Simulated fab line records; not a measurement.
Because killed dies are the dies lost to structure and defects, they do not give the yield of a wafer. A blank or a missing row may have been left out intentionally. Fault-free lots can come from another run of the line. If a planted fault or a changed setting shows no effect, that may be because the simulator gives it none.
Which tool was responsible? / flow gf180mcu / 14 lots with 42 wafers sampled at 2 steps, on a route of 602 steps

## WHAT THE GAUGES READ, wafer by wafer
GF_V2_THK_MEAS_03. Usual: V2_CVD_02_THK typically reads 845 nm, with standard deviation 11.
lot=L733; measured=day 19 02:27; on=film_metro-01; V2_CVD_02_THK (nm)=836 839 849; flag=
lot=L736; measured=day 20 11:59; on=film_metro-04; V2_CVD_02_THK (nm)=841 847 846; flag=
lot=L737; measured=day 20 16:30; on=film_metro-04; V2_CVD_02_THK (nm)=841 829 847; flag=
lot=L738; measured=day 21 02:55; on=film_metro-02; V2_CVD_02_THK (nm)=838 861 857; flag=
lot=L739; measured=day 21 08:46; on=film_metro-02; V2_CVD_02_THK (nm)=839 846 857; flag=
lot=L740; measured=day 21 23:03; on=film_metro-04; V2_CVD_02_THK (nm)=864 855 866; flag=
lot=L742; measured=day 22 16:26; on=film_metro-01; V2_CVD_02_THK (nm)=855 852 865; flag=
lot=L743; measured=day 23 02:53; on=film_metro-02; V2_CVD_02_THK (nm)=842 834 856; flag=
lot=L744; measured=day 23 11:47; on=film_metro-02; V2_CVD_02_THK (nm)=818 820 818; flag=
lot=L745; measured=day 23 23:16; on=film_metro-01; V2_CVD_02_THK (nm)=827 831 840; flag=
lot=L746; measured=day 24 06:30; on=film_metro-01; V2_CVD_02_THK (nm)=848 847 856; flag=
lot=L750; measured=day 25 16:26; on=film_metro-02; V2_CVD_02_THK (nm)=840 848 851; flag=

## WHAT TOOL EACH LOT RAN ON (gives the tool, then ch and the chambers of the sampled wafers, and finally the start)
lot=L733; GF_V1_SPUTTER_22=pvd_sputter-01, day 18 01:02
lot=L736; GF_V1_SPUTTER_22=pvd_sputter-01, day 19 10:05
lot=L737; GF_V1_SPUTTER_22=pvd_sputter-04, day 19 14:59
lot=L738; GF_V1_SPUTTER_22=pvd_sputter-03, day 20 00:50
lot=L739; GF_V1_SPUTTER_22=pvd_sputter-01, day 20 07:26
lot=L740; GF_V1_SPUTTER_22=pvd_sputter-01, day 20 22:16
lot=L742; GF_V1_SPUTTER_22=pvd_sputter-03, day 21 15:26
lot=L743; GF_V1_SPUTTER_22=pvd_sputter-01, day 22 02:02
lot=L744; GF_V1_SPUTTER_22=pvd_sputter-04, day 22 11:16
lot=L745; GF_V1_SPUTTER_22=pvd_sputter-01, day 22 23:29
lot=L746; GF_V1_SPUTTER_22=pvd_sputter-03, day 23 06:19
lot=L750; GF_V1_SPUTTER_22=pvd_sputter-01, day 24 16:38
lot=L755; GF_V1_SPUTTER_22=pvd_sputter-01, day 25 19:32
lot=L756; GF_V1_SPUTTER_22=pvd_sputter-04, day 26 05:50
- GF_V1_SPUTTER_22: material TiN, target thk 10 nm, time 40 s.

## AS READ BY THE TOOLS THEMSELVES (means over the sampled wafers that have a number; for cases with no such wafer, the mark the record gives instead)
GF_V1_SPUTTER_22. Usual: cathode_dc_power_W 4000.1 W, standard deviation 0.73; chamber_pressure_pa 5.001 Pa, standard deviation 0.011; throttle_valve_pct 29.6 %, standard deviation 1.3.
lot=L733; tool=pvd_sputter-01; cathode_dc_power_W (W)=3999.8; chamber_pressure_pa (Pa)=5.005; throttle_valve_pct (%)=28.9; flag=
lot=L736; tool=pvd_sputter-01; cathode_dc_power_W (W)=4000.7; chamber_pressure_pa (Pa)=5.004; throttle_valve_pct (%)=29.4; flag=
lot=L737; tool=pvd_sputter-04; cathode_dc_power_W (W)=4000.5; chamber_pressure_pa (Pa)=5.000; throttle_valve_pct (%)=29.5; flag=
lot=L738; tool=pvd_sputter-03; cathode_dc_power_W (W)=4000.0; chamber_pressure_pa (Pa)=5.005; throttle_valve_pct (%)=30.6; flag=
lot=L739; tool=pvd_sputter-01; cathode_dc_power_W (W)=4000.2; chamber_pressure_pa (Pa)=4.991; throttle_valve_pct (%)=28.6; flag=
lot=L740; tool=pvd_sputter-01; cathode_dc_power_W (W)=4000.4; chamber_pressure_pa (Pa)=5.000; throttle_valve_pct (%)=29.4; flag=
lot=L742; tool=pvd_sputter-03; cathode_dc_power_W (W)=4000.4; chamber_pressure_pa (Pa)=5.009; throttle_valve_pct (%)=29.8; flag=
lot=L743; tool=pvd_sputter-01; cathode_dc_power_W (W)=3999.9; chamber_pressure_pa (Pa)=4.998; throttle_valve_pct (%)=29.7; flag=
lot=L744; tool=pvd_sputter-04; cathode_dc_power_W (W)=4000.6; chamber_pressure_pa (Pa)=5.005; throttle_valve_pct (%)=30.1; flag=
lot=L745; tool=pvd_sputter-01; cathode_dc_power_W (W)=3999.5; chamber_pressure_pa (Pa)=5.006; throttle_valve_pct (%)=28.9; flag=
lot=L746; tool=pvd_sputter-03; cathode_dc_power_W (W)=4000.0; chamber_pressure_pa (Pa)=5.001; throttle_valve_pct (%)=31.9; flag=
lot=L750; tool=pvd_sputter-01; cathode_dc_power_W (W)=3999.9; chamber_pressure_pa (Pa)=5.004; throttle_valve_pct (%)=28.7; flag=
lot=L755; tool=pvd_sputter-01; cathode_dc_power_W (W)=-; chamber_pressure_pa (Pa)=-; throttle_valve_pct (%)=-; flag=OFF
lot=L756; tool=pvd_sputter-04; cathode_dc_power_W (W)=-; chamber_pressure_pa (Pa)=-; throttle_valve_pct (%)=-; flag=OFF

## THE ANSWER, worked out from the rows above alone
Rule: take the mean of a lot's wafers that have a number; if it is more than 3 standard deviations from the usual mean, the lot is off. A lot without any number at a reading at which 4 lots or more have one is off too. The other lots that the step has rows for count as sound. First the gauges in route order, then the tools' own readings, where a lot's mean is used as printed above. At the first step where some lot is off, the reading lying furthest off is the one used; lots without a number count as furthest.
Off at GF_V1_SPUTTER_22 (cathode_dc_power_W): L755, L756. Without a number there: L755, L756.
If a tool, at that step or one of the process steps before it, ran each lot that is off and ran no sound lot following the first of them, it fits. Of those tried, none fits.

## WHAT THE SIMULATOR HAD INSERTED
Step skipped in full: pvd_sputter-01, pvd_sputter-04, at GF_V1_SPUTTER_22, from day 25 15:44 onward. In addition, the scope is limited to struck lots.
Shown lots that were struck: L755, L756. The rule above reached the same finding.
